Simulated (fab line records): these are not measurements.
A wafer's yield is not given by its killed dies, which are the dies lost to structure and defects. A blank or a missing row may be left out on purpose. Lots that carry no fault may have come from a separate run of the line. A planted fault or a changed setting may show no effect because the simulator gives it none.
A struck lot beside a sound one + flow sky130 + 19 out of 708 route steps
Sound: the wafers L933.2, L933.4, L933.5. The struck wafers were L925.1, L925.2, L925.3. The cause comes at the end.
For every step that has rows: the tool of each side, followed by ch and its chambers, followed by its first start. Under that, the readings that differ: sound wafers + struck wafers + difference of the means + sigmas: that difference in standard deviations of wafers without a fault.
alike: a reading whose means differ by less than 2 such deviations, as well as words and numbers matching on both sides. not compared: withheld readings; readings where some wafer has no value; bounds like >300 that might hide an equal value; numbers whose values overlap and for which the record gives no deviation.
A row with sigmas, a row that says differs or no value, or rows on one side alone: a step with any of these is where the two part. Numbers that don't overlap but have no deviation are shown without sigmas and don't part them. A reading that every wafer of one side lacks parts them only if that side has two wafers or more.

first, 2 steps without rows for these wafers: SKY_SALICIDE_CLEAN_00 (cleans in HF-last, time 30.72 s); SKY_LI_CONTACT_HDPCVD_00 (deposits PSG, target thk 930 nm, time 155 s).
SKY_LI_CONTACT_THK_MEAS_01:
  sound on filmMetro-04, day 35 01:07; struck on filmMetro-04, day 32 09:07
  alike: LI_CONTACT_HDPCVD_THK
SKY_LI_CONTACT_CMP_02: polishes PSG.
  sound on cmp-01 ch 0,2,3, day 35 01:10; struck on cmp-02 ch 0,2,3, day 32 09:11
  alike: edgeZonePressureFrac, motorCurrentA, slurryFilterDpKPa, timeToEndpointS
SKY_LI_CONTACT_BOW_MEAS_03:
  sound on filmMetro-04, day 35 01:29; struck on filmMetro-03, day 32 09:29
  alike: LI_CONTACT_BOW
then, 7 steps without rows for these wafers: SKY_LI_CONTACT_DEHYDRATE_04 (time 60 s); SKY_LI_CONTACT_HMDS_05 (prime time 60 s); SKY_LI_CONTACT_COAT_06 (resist thk 60 nm); SKY_LI_CONTACT_COAT_07 (resist thk 450 nm); SKY_LI_CONTACT_SOFTBAKE_08 (time 90 s); SKY_LI_CONTACT_EXPOSE_09 (exposes mask LICM1, target cd 170 nm); SKY_LI_CONTACT_PEB_10.
SKY_LI_CONTACT_DEVELOP_11: develop time 60 s.
  sound on lithoTrack-03 ch 0, day 36 03:00; struck on lithoTrack-03 ch 0, day 33 11:00
| reading        | sound          | struck         | difference | sigmas |
|----------------|----------------|----------------|------------|--------|
| exhaustPa (Pa) | 46.3 47.2 47.2 | 44.6 45.1 44.5 | -2.2       | -2     |
SKY_LI_CONTACT_CD_MEAS_12: the cd target is 170 nm.
  sound on cdSem-02, day 36 03:56; struck on cdSem-01, day 33 11:10
| reading   | sound             | struck            | difference | sigmas |
|-----------|-------------------|-------------------|------------|--------|
| cdNm (nm) | 171.1 171.6 171.8 | 166.2 167.4 166.5 | -4.8       | -3     |
SKY_LI_CONTACT_OVL_MEAS_13:
  sound on overlay-02, day 36 04:02; struck on overlay-02, day 33 11:17
  alike: LI_CONTACT_OVL
SKY_LI_CONTACT_ETCH_14: etches BARC in N2/H2, stops on SiO2, time 45.9 s, target depth 60 nm.
  sound on rieDiel-01 ch 0,2,3, day 36 04:04; struck on rieDiel-03 ch 0,1,2, day 33 11:19
  alike: drypumpMotorCurrentA, oesProductAu, throttleValvePct
  not compared: rfHoursCounterH
SKY_LI_CONTACT_ETCH_15: etches PSG in C4F8/O2/Ar, stops on Si, target depth 600 nm.
  sound on rieDiel-01 ch 0,2,3, day 36 04:07; struck on rieDiel-03 ch 0,1,2, day 33 11:22
| reading                    | sound             | struck          | difference | sigmas |
|----------------------------|-------------------|-----------------|------------|--------|
| model.LI_CONTACT.cdNm (nm) | 171.6 171.8 172.3 | 166.1 167.1 166 | -5.5       |        |
  alike: oesProductAu
SKY_LI_CONTACT_STRIP_16: strips in O2/N2.
  sound on plasmaAsher-01 ch 0,1, day 36 04:12; struck on plasmaAsher-04 ch 0,1, day 33 11:27
  alike: drypumpMotorCurrentA, oesProductAu, stripTimeToEndpointS
  not compared: rfHoursCounterH
-- a jump in the record: the struck wafers' starts before and after are 15 days apart (it breaks off in module LI_CONTACT and resumes in module PAD_OPEN, where the first step shown is number 708 of the route) --
SKY_PAD_OPEN_PROBE_99:
  the record has rows for the struck wafers here (prober-01, day 48 20:51) and none for the sound ones

## WHERE THEY PART
Earliest at SKY_LI_CONTACT_DEVELOP_11; latest, in this record, at SKY_PAD_OPEN_PROBE_99.

WHY: what had been put in by the simulator
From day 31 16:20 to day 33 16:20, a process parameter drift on lithoTrack-03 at SKY_LI_CONTACT_DEVELOP_11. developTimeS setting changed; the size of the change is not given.
